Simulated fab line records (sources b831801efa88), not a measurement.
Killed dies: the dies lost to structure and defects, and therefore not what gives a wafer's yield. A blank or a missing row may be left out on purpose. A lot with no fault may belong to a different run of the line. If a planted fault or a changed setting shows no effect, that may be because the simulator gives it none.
A lot that was struck, set against a sound lot -- flow sky130 -- 15 out of 708 route steps
Sound: these wafers, L305.1, L305.4, L305.6. Struck: wafers L296.2, L296.4, L296.5. At the end, the cause is stated.
Per side, at each step with rows, come the tool, then ch with its chambers, and then its first start. Under that, the readings that differ: sound wafers -- struck wafers -- difference of the means -- sigmas: that difference in standard deviations of wafers without a fault.
alike: readings with means less than 2 such deviations apart, plus words and numbers identical on both sides. not compared: withheld readings, readings lacking a value on some wafer, bounds such as >300 that could conceal the same value, and numbers that have no deviation in the record and whose values overlap.
The two part at a step that has a row with sigmas, a row that says differs or no value, or rows on one side only. Numbers that don't overlap but have no deviation are shown without sigmas and don't part them. Lack of a reading on every wafer of one side parts them only where that side has two or more wafers.

SKY_CAP2M_SPUTTER_02: material TiN, target thk 200 nm, time 166.7 s.
  struck on pvd_sputter-02, day 42 02:47; sound on pvd_sputter-04, day 44 09:05
  alike: throttle_valve_pct
SKY_CAP2M_RS_MEAS_03: the measuring method here is four-point-probe.
  struck on film_metro-02, day 42 02:55; sound on film_metro-02, day 44 09:12
  alike: CAP2M_TIN_RS
SKY_CAP2M_THK_MEAS_04: measures by xrf.
  struck on film_metro-02, day 42 03:01; sound on film_metro-02, day 44 09:19
  alike: CAP2M_TIN_THK
then, 7 steps without rows for these wafers: SKY_CAP2M_DEHYDRATE_05 (time 60 s); SKY_CAP2M_HMDS_06 (prime time 60 s); SKY_CAP2M_COAT_07 (resist thk 1140 nm); SKY_CAP2M_SOFTBAKE_08 (time 60 s); SKY_CAP2M_EXPOSE_09 (exposes mask CAP2M, target cd 1000 nm); SKY_CAP2M_PEB_10; SKY_CAP2M_DEVELOP_11 (develop time 60 s).
SKY_CAP2M_OVL_MEAS_12:
  struck on overlay-01, day 43 02:02; sound on overlay-02, day 45 07:13
  alike: CAP2M_OVL
SKY_CAP2M_METAL_ETCH_13: etches TiN in Cl2/BCl3, stops on SiO2, target depth 220 nm, time 62.9 s.
  sound on rie_metal-03 ch 0,1, day 45 07:15; struck on rie_metal-03 ch 0, day 43 02:05
reading,sound,struck,difference,sigmas
rf_fwd_power_W (W),894.3 892.2 890.4,899.6 898.7 898.5,+6.6,+2
  alike: drypump_motor_current_A, oes_product_au, throttle_valve_pct
  not compared: rf_hours_counter_h
SKY_CAP2M_STRIP_14: strips in O2/N2.
  sound on plasma_asher-01 ch 1, day 45 07:20; struck on plasma_asher-01 ch 0,1, day 43 02:13
  no value came back on the struck wafers for any of 5 readings (chamber_pressure_mTorr (mTorr), drypump_motor_current_A (A) and others); on the sound wafers chamber_pressure_mTorr (mTorr) reads 1496.6 1500.0 1498.5
reading,sound,struck,difference,sigmas
model.NOVOLAK_of_CAP2M_COAT_07.thk_nm (nm),0 0 0,995.6 996.3 996.2,+996.0,
  not compared: rf_hours_counter_h
then, 1 step without rows for these wafers: SKY_CAP2M_STRIP_15 (strips in post etch residue remover, time 1200 s).
-- the record jumps here: 5 days lie between the struck wafers' starts before and after (it left off in module CAP2M and takes up again in module PAD_OPEN, whose first step shown is number 708 of the route) --
SKY_PAD_OPEN_PROBE_99:
  struck on prober-01, day 47 19:50; sound on prober-01, day 49 16:10
reading,sound,struck,difference,sigmas
defect_limited_yield (%),81.9 83.3 82.7,1.2 0.2 0,-82.2,-43
killed_at_M0_to_M3,39 41 32,13 14 5,-27,-4
killed_at_contacts,30 27 23,5 5 4,-22,-4
killed_at_front_end,19 13 29,1 4 5,-17,-4
killed_at_other,0 0 0,466 464 475,+468,+99 or more
killed_dies,89 82 85,486 491 492,+404,+43
killed_on_rim,19 19 23,95 96 96,+75,+19
killed_open,47 50 50,12 9 12,-38,-5
killed_short,42 31 35,8 18 5,-26,-4
sort_bin_3_pad_short (%),1.2 0.8 0.4,22.0 20.1 20.5,+20.1,+45
sort_bin_5_function (%),8.9 10.4 10.6,74.4 75.6 76.8,+65.6,+44
sort_bin_6_memory (%),7.9 5.5 6.3,2.4 4.1 2.6,-3.5,-3
sort_n_pass,403 410 407,6 1 0,-404,-43
sort_yield_pct (%),81.9 83.3 82.7,1.2 0.2 0,-82.2,-43
  alike: killed_at_M4_up

WHERE THEY PART
Earliest at SKY_CAP2M_METAL_ETCH_13; latest, in this record, at SKY_PAD_OPEN_PROBE_99.

WHY: what the simulator had put in
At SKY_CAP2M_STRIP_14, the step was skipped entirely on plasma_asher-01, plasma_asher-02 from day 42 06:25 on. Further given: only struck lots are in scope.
